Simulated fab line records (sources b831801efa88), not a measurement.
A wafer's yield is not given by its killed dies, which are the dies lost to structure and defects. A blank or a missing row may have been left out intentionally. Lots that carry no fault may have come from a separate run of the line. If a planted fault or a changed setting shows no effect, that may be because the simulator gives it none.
A lot that was struck, set against a sound lot / flow sky130 / 37 out of 708 route steps
Sound: these wafers, L958.3, L958.4, L958.5. Struck: wafers L949.4, L949.5, L949.6. The cause is named last.
For every step that has rows: the tool of each side, followed by ch and its chambers, followed by its first start. Under that, the readings that differ: sound wafers / struck wafers / difference of the means / sigmas: that difference in standard deviations of wafers without a fault.
alike: words and numbers the same on both sides, and readings whose means are apart by under 2 such deviations; not compared: readings that were withheld, readings missing a value for some wafer, numbers with overlapping values and no deviation given by the record, and bounds like >300 which may hide the same value.
The two part at a step that has a row with sigmas, a row that says differs or no value, or rows on one side only. When numbers do not overlap yet have no deviation, they are printed without sigmas and do not part them. Lack of a reading on every wafer of one side parts them only where that side has two or more wafers.

first, 10 steps without rows for these wafers: SKY_LDD_LDN_SOFTBAKE_03 (time 60 s); SKY_LDD_LDN_EXPOSE_04 (exposes mask LDNTM, target cd 700 nm); SKY_LDD_LDN_PEB_05; SKY_LDD_LDN_DEVELOP_06 (develop time 60 s); SKY_LDD_LDN_IMPLANT_08; SKY_LDD_LDN_IMPLANT_09; SKY_LDD_LDN_IMPLANT_10; SKY_LDD_LDN_IMPLANT_11; SKY_LDD_LDN_STRIP_12 (strips in O2/N2); SKY_LDD_LDN_CLEAN_14 (cleans in SC1/SC2, time 150 s).
SKY_SPACER_CVD_00: deposits Si3N4 from DCS/NH3, target thk 43.1 nm, time 740 s.
  sound on lpcvd-02 ch 1, day 31 04:45; struck on lpcvd-02 ch 1, day 28 15:24
reading=spike_tc_centre_C (C); sound=769.2 770.0 771.2; struck=762.0 763.7 761.0; difference=-7.9; sigmas=-7
reading=spike_tc_lower_C (C); sound=770.8 769.9 768.4; struck=763.0 761.8 762.1; difference=-7.4; sigmas=-7
reading=spike_tc_top_C (C); sound=787.8 787.3 786.6; struck=780.5 780.1 779.7; difference=-7.1; sigmas=-3
reading=spike_tc_upper_C (C); sound=770.0 770.2 768.6; struck=762.0 760.4 761.4; difference=-8.3; sigmas=-8
reading=model.Si3N4_of_SPACER_CVD_00.thk_nm (nm); sound=42.96 42.12 42.75; struck=37.61 37.35 37.22; difference=-5.22; sigmas=
SKY_SPACER_THK_MEAS_01:
  sound: film_metro-04 at day 31 06:34; struck: film_metro-02 at day 28 16:38
reading=SPACER_CVD_00_THK (nm); sound=42.9 42.1 42.7; struck=37.6 37.3 37.2; difference=-5.2; sigmas=-11
SKY_SPACER_ETCHBACK_02: etches Si3N4 in CH3F/O2, stops on SiO2, time 46.7 s, target depth 45 nm.
  sound on rie_diel-02 ch 0,1,3, day 31 06:37; struck on rie_diel-03 ch 0,1,2, day 28 16:41
reading=oes_product_au (a.u.); sound=0.854 0.843 0.849; struck=0.796 0.790 0.794; difference=-0.055; sigmas=-8
reading=model.etch.depth_nm (nm); sound=42.96 42.12 42.75; struck=37.61 37.35 37.22; difference=-5.22; sigmas=
  alike: bias_w, drypump_motor_current_A, throttle_valve_pct
  not compared: rf_hours_counter_h
then, 22 steps without rows for these wafers: SKY_POLY_CUT_DEHYDRATE_00 (time 60 s); SKY_POLY_CUT_HMDS_01 (prime time 60 s); SKY_POLY_CUT_COAT_02 (resist thk 60 nm); SKY_POLY_CUT_COAT_03 (resist thk 450 nm); SKY_POLY_CUT_SOFTBAKE_04 (time 90 s); SKY_POLY_CUT_EXPOSE_05 (exposes mask NPCM, target cd 270 nm); SKY_POLY_CUT_PEB_06; SKY_POLY_CUT_DEVELOP_07 (develop time 60 s); SKY_POLY_CUT_ETCH_10 (etches BARC in N2/H2, stops on SiO2, time 45.9 s, target depth 60 nm); SKY_POLY_CUT_ETCH_11 (etches Si3N4 in CF4/CH2F2/Ar, stops on poly-Si, time 41.59 s, target depth 60 nm); SKY_POLY_CUT_STRIP_12 (strips in O2/N2); SKY_SD_P_DEHYDRATE_00 (time 60 s); SKY_SD_P_HMDS_01 (prime time 60 s); SKY_SD_P_COAT_02 (resist thk 1140 nm); SKY_SD_P_SOFTBAKE_03 (time 60 s); SKY_SD_P_EXPOSE_04 (exposes mask PSDM, target cd 380 nm); SKY_SD_P_PEB_05; SKY_SD_P_DEVELOP_06 (develop time 60 s); SKY_SD_P_IMPLANT_09; SKY_SD_P_STRIP_10 (strips in O2/N2); SKY_RES_XHIGH_DEHYDRATE_00 (time 60 s); SKY_RES_XHIGH_HMDS_01 (prime time 60 s).
-- the record jumps here: 5 days lie between the struck wafers' starts before and after (it left off in module RES_XHIGH and takes up again in module SALICIDE, whose first step shown is number 361 of the route) --
SKY_SALICIDE_CLEAN_00: cleans in HF-last, time 30 s.
  sound on wet_bench-02 ch 3, day 35 20:34; struck on wet_bench-04 ch 2, day 33 09:16
reading=model.Si3N4_of_SPACER_CVD_00.thk_nm (nm); sound=41.97 41.14 41.77; struck=36.63 36.38 36.24; difference=-5.21; sigmas=
-- the record jumps here: 16 days lie between the struck wafers' starts before and after (it left off in module SALICIDE and takes up again in module PAD_OPEN, whose first step shown is number 708 of the route) --
SKY_PAD_OPEN_PROBE_99:
  sound: prober-02 at day 51 07:37; struck: prober-01 at day 49 19:23
reading=model.etest.pfet_01v8.r_on_ohm_um; sound=2894 2841 2847; struck=2727 2599 2757; difference=-166; sigmas=
reading=model.etest.sonos_uncharged.r_on_ohm_um; sound=812.3 815.6 803.2; struck=786.4 755.2 778.8; difference=-36.9; sigmas=
reading=model.etest.pfet_01v8.drive_ua_um; sound=190.8 197.5 196; struck=206.8 217 202.4; difference=+14.0; sigmas=
reading=model.etest.pfet_01v8_hvt.drive_ua_um; sound=142.2 148.5 145.6; struck=155.4 163.4 151.8; difference=+11.4; sigmas=
reading=model.etest.pfet_01v8_mvt.drive_ua_um; sound=150.7 154 154.4; struck=159.6 164.4 156.7; difference=+7.2; sigmas=
reading=model.etest.pfet_01v8_lvt.drive_ua_um; sound=171.2 177.6 174.9; struck=178.9 182.8 178.1; difference=+5.4; sigmas=
reading=model.etest.res_pdiff.rs_ohm_sq; sound=199.2 197.6 197.1; struck=194.7 195.4 195.8; difference=-2.7; sigmas=
  alike: killed_at_M0_to_M3, killed_at_M4_up, killed_at_contacts, killed_at_front_end, killed_at_other, killed_dies, killed_open, killed_short
  not compared: model.etest.sram_pfet_latch.drive_ua_um

== WHERE THEY PART ==
At SKY_SPACER_CVD_00 first; at SKY_SPACER_ETCHBACK_02 last (within this record only). Later steps at which nothing parts them and some readings are alike: SKY_PAD_OPEN_PROBE_99.

WHY: the cause the simulator had injected
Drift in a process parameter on lpcvd-02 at SKY_SPACER_CVD_00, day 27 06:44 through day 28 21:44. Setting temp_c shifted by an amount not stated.
